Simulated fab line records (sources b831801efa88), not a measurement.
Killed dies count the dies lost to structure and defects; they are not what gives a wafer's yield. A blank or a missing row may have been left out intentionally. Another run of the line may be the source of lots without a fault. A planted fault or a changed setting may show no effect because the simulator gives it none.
Split-lot experiment | flow sfq line | route with 325 steps; 5 lots, 23 wafers read

ABOUT THE SPLIT
At SFQ_TRILAYER_I3_VIA_LITHO_PEB_088 (peb time 60 s), the setting peb temp c was moved away from the recipe's 115 C on 10 of the 23 wafers read, by -1.8% to +2.5%. All remaining wafers had this setting at the recipe value.

FROM THE SPLIT TO THE READING: what the file shows between them, 1 step
- SFQ_TRILAYER_I3_VIA_LITHO_DEVELOP_087: time 60 s

THE READING
I3.cd nm (the simulator's own value, which no gauge read), in nm, at SFQ_TRILAYER_I3_VIA_BARC_OPEN_VIA_ETCH_121 (etches BARC in O2, target depth 125 nm, time 41.7 s). The file does not state a usual value for it. The 13 wafers here that ran the recipe average 499.3 nm, standard deviation 1.7 nm.

wafer  | tool, chamber at the split | peb temp c as run, C | against the recipe | I3.cd nm, nm | against lot-mates on the recipe
L074.2 | litho track-01, 0          | 115                  | recipe             | 496.9        | -
L074.3 | litho track-01, 0          | 113                  | -1.7%              | 458.9        | -39.1
L074.4 | litho track-01, 0          | 115                  | recipe             | 499          | -
L074.5 | litho track-01, 0          | 113                  | -1.7%              | 458.6        | -39.3
L074.6 | litho track-01, 0          | 113                  | -1.7%              | 459.3        | -38.6
L079.1 | litho track-04, 0          | 115                  | recipe             | 500.5        | -
L079.3 | litho track-04, 0          | 115                  | recipe             | 499.5        | -
L079.6 | litho track-04, 0          | 115                  | recipe             | 498.1        | -
L081.1 | litho track-04, 0          | 117.9                | +2.5%              | 546.8        | +47.1
L081.2 | litho track-04, 0          | 115                  | recipe             | 501          | -
L081.3 | litho track-04, 0          | 115                  | recipe             | 498.3        | -
L081.4 | litho track-04, 0          | 117.9                | +2.5%              | 547.6        | +48.0
L081.6 | litho track-04, 0          | 117.9                | +2.5%              | 548.1        | +48.5
L084.1 | litho track-04, 0          | 115                  | recipe             | 502.2        | -
L084.3 | litho track-04, 0          | 115                  | recipe             | 499.2        | -
L084.4 | litho track-04, 0          | 116.1                | +1.0%              | 522.8        | +21.5
L084.5 | litho track-04, 0          | 116.1                | +1.0%              | 521          | +19.7
L084.6 | litho track-04, 0          | 115                  | recipe             | 502.4        | -
L085.2 | litho track-03, 0          | 112.9                | -1.8%              | 456.6        | -41.3
L085.3 | litho track-03, 0          | 112.9                | -1.8%              | 455.9        | -42.0
L085.4 | litho track-03, 0          | 115                  | recipe             | 497.2        | -
L085.5 | litho track-03, 0          | 115                  | recipe             | 498.3        | -
L085.6 | litho track-03, 0          | 115                  | recipe             | 498.3        | -

THE FIT
A straight line over all 23 wafers: I3.cd nm changes by +21.2 nm for each +1% of peb temp c; r = +0.99; the points scatter about the line by 2.8 nm.
The same after taking each lot's own level away (the mean of its wafers on the recipe; 23 wafers): +20.7 nm for each +1%; r = +1.00; scatter 2.2 nm.
According to that fit, moving peb temp c by its largest amount changes the reading by 52 nm.
The span of the lots' own levels, 497.93 to 501.27 nm, comes to 2.0 times the standard deviation stated above.
So the lot-to-lot level changes the slope little: the two slopes agree.
Check: +52 nm against its lot-mates is what the line predicts for one of the wafers moved furthest among these (+2.5%) when that wafer is left out of the fit. Against them it came out at +47.1 nm.

THE OTHER SPLITS THESE WAFERS WENT THROUGH
Note: prior to the reading, these wafers also went through further splits. Each is held against what the fit with the lots' levels taken away leaves over:
other split on the same wafers              | wafers away from the commonest value | r with I3.cd nm (lot level and that fit taken away)
SFQ_TRILAYER_I3_VIA_LITHO_COAT_085 spin rpm | 7                                    | -0.13

FILE'S OWN FIT
I3.cd nm changes by +20.8 nm for each +1% of peb temp c, r = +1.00.
